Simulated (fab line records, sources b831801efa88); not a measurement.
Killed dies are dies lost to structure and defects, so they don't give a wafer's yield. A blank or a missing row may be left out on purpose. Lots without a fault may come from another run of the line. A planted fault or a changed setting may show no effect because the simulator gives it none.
A struck lot beside a sound one | flow gf180mcu | 14 steps out of a route of 602
Sound: wafers L815.1, L815.2, L815.3. Struck: wafers L813.1, L813.4, L813.5. The cause comes at the end.
At each step with rows: each side's tool, then ch and its chambers, then its first start. Under that, the readings that differ: sound wafers | struck wafers | difference of the means | sigmas: that difference in standard deviations of wafers without a fault.
alike: readings whose means differ by less than 2 such deviations, and words and numbers that are the same on both sides. not compared: withheld readings, readings that some wafer has no value for, bounds like >300 that may hide the same value, and numbers for which the record gives no deviation and whose values overlap.
The two part at a step that has a row with sigmas, a row that says differs or no value, or rows on one side only. Numbers that don't overlap but have no deviation are shown without sigmas and don't part them. A reading that every wafer of one side lacks parts them only if that side has two wafers or more.

GF_V1_STRIP_18: strips in O2/N2.
  sound on plasma_asher-04 ch 0,1, day 22 09:19; struck on plasma_asher-02 ch 0,1, day 21 18:22
  reading             | sound             | struck            | difference | sigmas
  n2_flow_sccm (sccm) | 298.3 299.7 300.3 | 301.5 301.1 301.4 | +1.9       | +2
  alike: drypump_motor_current_A, heater_power_w, o2_flow_sccm, oes_product_au
  not compared: rf_hours_counter_h
then, 3 steps without rows for these wafers: GF_V1_STRIP_19 (strips in post etch residue remover, time 1200 s); GF_V1_CLEAN_20 (cleans in DIW); GF_V1_SPUTTER_21 (material Ti, target thk 15 nm, time 80.02 s).
GF_V1_SPUTTER_22: material TiN, target thk 10 nm, time 40 s.
  sound on pvd_sputter-01, day 22 09:56; struck on pvd_sputter-01, day 21 18:58
  alike: cathode_dc_power_W, chamber_pressure_pa, throttle_valve_pct
then, 1 step without rows for these wafers: GF_V1_CVD_23 (deposits W, target thk 350 nm, time 105.05 s).
GF_V1_RS_MEAS_24: measures by four-point-probe.
  sound on film_metro-02, day 22 10:06; struck on film_metro-03, day 21 19:07
  alike: V1_W_RS
GF_V1_THK_MEAS_25: measures by xrf.
  sound on film_metro-02, day 22 10:13; struck on film_metro-03, day 21 19:14
  alike: V1_W_THK
GF_V1_CMP_26: polishes, stops on SiO2, t overpolish 15 s, target thk 0 nm.
  sound on cmp-02 ch 0,1,3, day 22 10:17; struck on cmp-02 ch 0,2, day 21 19:20
  alike: motor_current_A, overpolish_run_s, time_to_endpoint_s
GF_M2_SPUTTER_00: material Ti, target thk 37.5 nm, time 150 s.
  sound on pvd_sputter-04, day 22 10:35; struck on pvd_sputter-01, day 21 19:35
  alike: cathode_dc_power_W, chamber_pressure_pa, throttle_valve_pct
then, 2 steps without rows for these wafers: GF_M2_SPUTTER_01 (material TiN, target thk 30 nm, time 25 s); GF_M2_SPUTTER_02 (material AlCu, target thk 450 nm, time 23.9 s).
GF_M2_SPUTTER_03: material Ti, target thk 10 nm, time 6.7 s.
  sound on pvd_sputter-04, day 22 10:44; struck on pvd_sputter-01, day 21 19:45
  no value came back on the struck wafers for cathode_dc_power_W (W), chamber_pressure_pa (Pa), throttle_valve_pct (%); on the sound wafers cathode_dc_power_W (W) reads 2998.7 2999.3 3000.0
GF_M2_SPUTTER_04: material TiN, target thk 50 nm, time 41.7 s.
  sound on pvd_sputter-04, day 22 10:46; struck on pvd_sputter-01, day 21 19:46
  alike: cathode_dc_power_W, chamber_pressure_pa, throttle_valve_pct

WHERE THEY PART
First at GF_V1_STRIP_18; last, within this record, at GF_M2_SPUTTER_03. Later steps at which nothing parts them and some readings are alike: GF_M2_SPUTTER_04.

WHY: what the simulator had put in
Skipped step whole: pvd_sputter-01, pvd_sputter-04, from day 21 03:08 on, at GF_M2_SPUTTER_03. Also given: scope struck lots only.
